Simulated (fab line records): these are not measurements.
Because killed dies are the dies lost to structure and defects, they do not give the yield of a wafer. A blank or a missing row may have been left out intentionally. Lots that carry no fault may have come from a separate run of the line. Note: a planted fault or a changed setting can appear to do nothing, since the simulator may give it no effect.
Which tool was responsible? || flow sky130 || Sampling: 12 lots, 36 wafers, 3 of 708 route steps

== WHAT THE GAUGES READ, wafer by wafer ==
SKY_FIELD_ISO_THK_MEAS_25.
{"lot": "L532", "measured": "day 2 08:05", "on": "filmMetro-03", "FIELD_ISO_CVD_24_THK (nm)": "590 591 596"}
{"lot": "L533", "measured": "day 2 13:36", "on": "filmMetro-03", "FIELD_ISO_CVD_24_THK (nm)": "595 595 596"}
{"lot": "L534", "measured": "day 2 21:54", "on": "filmMetro-03", "FIELD_ISO_CVD_24_THK (nm)": "594 588 595"}
{"lot": "L535", "measured": "day 3 02:06", "on": "filmMetro-04", "FIELD_ISO_CVD_24_THK (nm)": "604 608 608"}
{"lot": "L538", "measured": "day 3 17:05", "on": "filmMetro-03", "FIELD_ISO_CVD_24_THK (nm)": "597 603 599"}
{"lot": "L543", "measured": "day 4 17:32", "on": "filmMetro-03", "FIELD_ISO_CVD_24_THK (nm)": "593 590 599"}
{"lot": "L545", "measured": "day 5 04:07", "on": "filmMetro-03", "FIELD_ISO_CVD_24_THK (nm)": "588 596 592"}
{"lot": "L546", "measured": "day 5 08:22", "on": "filmMetro-02", "FIELD_ISO_CVD_24_THK (nm)": "597 597 592"}
{"lot": "L548", "measured": "day 6 00:39", "on": "filmMetro-04", "FIELD_ISO_CVD_24_THK (nm)": "602 593 585"}
{"lot": "L550", "measured": "day 6 06:50", "on": "filmMetro-03", "FIELD_ISO_CVD_24_THK (nm)": "603 598 598"}
{"lot": "L551", "measured": "day 6 10:54", "on": "filmMetro-03", "FIELD_ISO_CVD_24_THK (nm)": "604 595 594"}
{"lot": "L553", "measured": "day 6 18:39", "on": "filmMetro-02", "FIELD_ISO_CVD_24_THK (nm)": "603 605 603"}

SKY_NWELL_THK_MEAS_02.
{"lot": "L532", "measured": "day 2 14:53", "on": "filmMetro-02", "NWELL_OXIDATION_THK (nm)": "9.86 10.09 9.99"}
{"lot": "L533", "measured": "day 2 20:35", "on": "filmMetro-03", "NWELL_OXIDATION_THK (nm)": "9.99 10.06 10.04"}
{"lot": "L534", "measured": "day 3 06:56", "on": "filmMetro-03", "NWELL_OXIDATION_THK (nm)": "9.96 9.91 9.98"}
{"lot": "L535", "measured": "day 3 09:49", "on": "filmMetro-03", "NWELL_OXIDATION_THK (nm)": "10.02 9.97 9.89"}
{"lot": "L538", "measured": "day 3 21:55", "on": "filmMetro-02", "NWELL_OXIDATION_THK (nm)": "9.94 9.96 10.05"}
{"lot": "L543", "measured": "day 4 21:24", "on": "filmMetro-01", "NWELL_OXIDATION_THK (nm)": "9.68 9.63 9.82"}
{"lot": "L545", "measured": "day 5 09:37", "on": "filmMetro-02", "NWELL_OXIDATION_THK (nm)": "10.02 9.86 9.98"}
{"lot": "L546", "measured": "day 5 18:10", "on": "filmMetro-02", "NWELL_OXIDATION_THK (nm)": "10.09 9.94 9.99"}
{"lot": "L548", "measured": "day 6 08:06", "on": "filmMetro-02", "NWELL_OXIDATION_THK (nm)": "9.98 9.60 9.98"}
{"lot": "L550", "measured": "day 6 13:23", "on": "filmMetro-02", "NWELL_OXIDATION_THK (nm)": "10.12 9.93 10.27"}
{"lot": "L551", "measured": "day 6 17:11", "on": "filmMetro-03", "NWELL_OXIDATION_THK (nm)": "9.72 9.71 9.91"}
{"lot": "L553", "measured": "day 6 23:06", "on": "filmMetro-02", "NWELL_OXIDATION_THK (nm)": "9.66 9.59 9.61"}

== WHICH TOOL RAN EACH LOT (tool, then ch and the chambers of the sampled wafers, then the start) ==
{"lot": "L532", "SKY_FIELD_ISO_ETCH_17": "rieSi-02 ch 0,2,3, day 2 04:27"}
{"lot": "L533", "SKY_FIELD_ISO_ETCH_17": "rieSi-02 ch 1,2,3, day 2 11:21"}
{"lot": "L534", "SKY_FIELD_ISO_ETCH_17": "rieSi-01 ch 0,1,2, day 2 17:18"}
{"lot": "L535", "SKY_FIELD_ISO_ETCH_17": "rieSi-01 ch 0,3, day 2 21:17"}
{"lot": "L538", "SKY_FIELD_ISO_ETCH_17": "rieSi-02 ch 0,2, day 3 13:11"}
{"lot": "L543", "SKY_FIELD_ISO_ETCH_17": "rieSi-02 ch 0,1,3, day 4 14:59"}
{"lot": "L545", "SKY_FIELD_ISO_ETCH_17": "rieSi-02 ch 0,1,2, day 5 02:23"}
{"lot": "L546", "SKY_FIELD_ISO_ETCH_17": "rieSi-01 ch 0,1,3, day 5 04:57"}
{"lot": "L548", "SKY_FIELD_ISO_ETCH_17": "rieSi-01 ch 2,3, day 5 17:02"}
{"lot": "L550", "SKY_FIELD_ISO_ETCH_17": "rieSi-01 ch 1,2,3, day 6 01:32"}
{"lot": "L551", "SKY_FIELD_ISO_ETCH_17": "rieSi-01 ch 0,2,3, day 6 08:32"}
{"lot": "L553", "SKY_FIELD_ISO_ETCH_17": "rieSi-01 ch 0,1, day 6 16:59"}
- SKY_FIELD_ISO_ETCH_17: etches Si in HBr/Cl2/O2, target depth 342 nm, time 97.7 s.

== WHAT THE TOOLS THEMSELVES READ (means of the sampled wafers that have a number; where no wafer has one, the mark that the record gives instead) ==
SKY_FIELD_ISO_ETCH_17.
{"lot": "L532", "tool": "rieSi-02", "drypumpMotorCurrentA (A)": 5.6, "mfcCl2Sccm (sccm)": 39.88, "oesProductAu (a.u.)": 1.008, "rfFwdPowerW (W)": 596.8, "runLengthS (s)": 125.9, "throttleValvePct (%)": 25.662}
{"lot": "L533", "tool": "rieSi-02", "drypumpMotorCurrentA (A)": 5.4, "mfcCl2Sccm (sccm)": 39.96, "oesProductAu (a.u.)": 1.004, "rfFwdPowerW (W)": 594.4, "runLengthS (s)": 125.9, "throttleValvePct (%)": 25.653}
{"lot": "L534", "tool": "rieSi-01", "drypumpMotorCurrentA (A)": 5.4, "mfcCl2Sccm (sccm)": 40.05, "oesProductAu (a.u.)": 0.995, "rfFwdPowerW (W)": 597.2, "runLengthS (s)": 126.0, "throttleValvePct (%)": 25.657}
{"lot": "L535", "tool": "rieSi-01", "drypumpMotorCurrentA (A)": 5.7, "mfcCl2Sccm (sccm)": 39.99, "oesProductAu (a.u.)": 1.016, "rfFwdPowerW (W)": 594.7, "runLengthS (s)": 125.5, "throttleValvePct (%)": 25.643}
{"lot": "L538", "tool": "rieSi-02", "drypumpMotorCurrentA (A)": 5.8, "mfcCl2Sccm (sccm)": 39.96, "oesProductAu (a.u.)": 1.002, "rfFwdPowerW (W)": 595.3, "runLengthS (s)": 126.1, "throttleValvePct (%)": 25.660}
{"lot": "L543", "tool": "rieSi-02", "drypumpMotorCurrentA (A)": 5.7, "mfcCl2Sccm (sccm)": 39.99, "oesProductAu (a.u.)": 0.995, "rfFwdPowerW (W)": "-", "runLengthS (s)": 118.4, "throttleValvePct (%)": 25.660}
{"lot": "L545", "tool": "rieSi-02", "drypumpMotorCurrentA (A)": 5.7, "mfcCl2Sccm (sccm)": 39.99, "oesProductAu (a.u.)": 0.990, "rfFwdPowerW (W)": "-", "runLengthS (s)": 118.8, "throttleValvePct (%)": 25.660}
{"lot": "L546", "tool": "rieSi-01", "drypumpMotorCurrentA (A)": 5.7, "mfcCl2Sccm (sccm)": 40.00, "oesProductAu (a.u.)": 1.018, "rfFwdPowerW (W)": 596.9, "runLengthS (s)": 125.9, "throttleValvePct (%)": 25.647}
{"lot": "L548", "tool": "rieSi-01", "drypumpMotorCurrentA (A)": 5.4, "mfcCl2Sccm (sccm)": 40.00, "oesProductAu (a.u.)": 1.013, "rfFwdPowerW (W)": 597.5, "runLengthS (s)": 126.4, "throttleValvePct (%)": 25.648}
{"lot": "L550", "tool": "rieSi-01", "drypumpMotorCurrentA (A)": 5.5, "mfcCl2Sccm (sccm)": 40.01, "oesProductAu (a.u.)": 1.007, "rfFwdPowerW (W)": 597.2, "runLengthS (s)": 126.4, "throttleValvePct (%)": 25.657}
{"lot": "L551", "tool": "rieSi-01", "drypumpMotorCurrentA (A)": 5.6, "mfcCl2Sccm (sccm)": 39.99, "oesProductAu (a.u.)": 1.017, "rfFwdPowerW (W)": 597.8, "runLengthS (s)": 125.8, "throttleValvePct (%)": 25.644}
{"lot": "L553", "tool": "rieSi-01", "drypumpMotorCurrentA (A)": 5.4, "mfcCl2Sccm (sccm)": 40.07, "oesProductAu (a.u.)": 1.009, "rfFwdPowerW (W)": 595.3, "runLengthS (s)": 126.3, "throttleValvePct (%)": 25.651}

== THE ANSWER, worked out from the rows above alone ==
Rule: what is usual is taken from the lots themselves. The widest of any qualifying gaps counts: lots, ordered by their means at a reading, are off when they make up no more than a third of the lots, leave a main group of 4 or more, and stand apart from it by 3 or more times the standard deviation of that group's means. The tables above print the reading to a certain number of digits; a main group whose means all agree to those digits is not used. A lot without any number at a reading at which 4 lots or more have one is off too. Where the step has rows for the other lots, those lots are counted as sound. The gauges are gone through in route order, then the tools' own readings, and for those a lot's mean is taken as printed above. The first step at which some lot is off is used, and at that step the reading that is off furthest; a lot without a number counts as furthest.
Off at SKY_FIELD_ISO_ETCH_17 (rfFwdPowerW): L543, L545. Without a number there: L543, L545. Main group: mean 596.3 W, sd 1.2.
If a tool, at that step or one of the process steps before it, ran each lot that is off and ran no sound lot following the first of them, it fits. One candidate fits, namely rieSi-02 at SKY_FIELD_ISO_ETCH_17. A fault onset in the window from L538 (day 3 13:11, its last sound lot) to L543 (day 4 14:59, its first lot off) fits.
On the lots that are off, the tool's own readings at SKY_FIELD_ISO_ETCH_17 differ by more than 5 times the standard deviation of the sound lots' means, which bears it out; runLengthS reads 118.6 s there versus 126.0 s on the sound lots.
Blank at SKY_FIELD_ISO_ETCH_17 on the lots that are off, where sound lots have numbers: rfFwdPowerW.

== WHAT THE SIMULATOR PUT IN ==
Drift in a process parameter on rieSi-02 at SKY_FIELD_ISO_ETCH_17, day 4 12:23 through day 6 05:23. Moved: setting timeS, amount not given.
Lots struck among those shown: L543, L545. This agrees with what the rule above found.
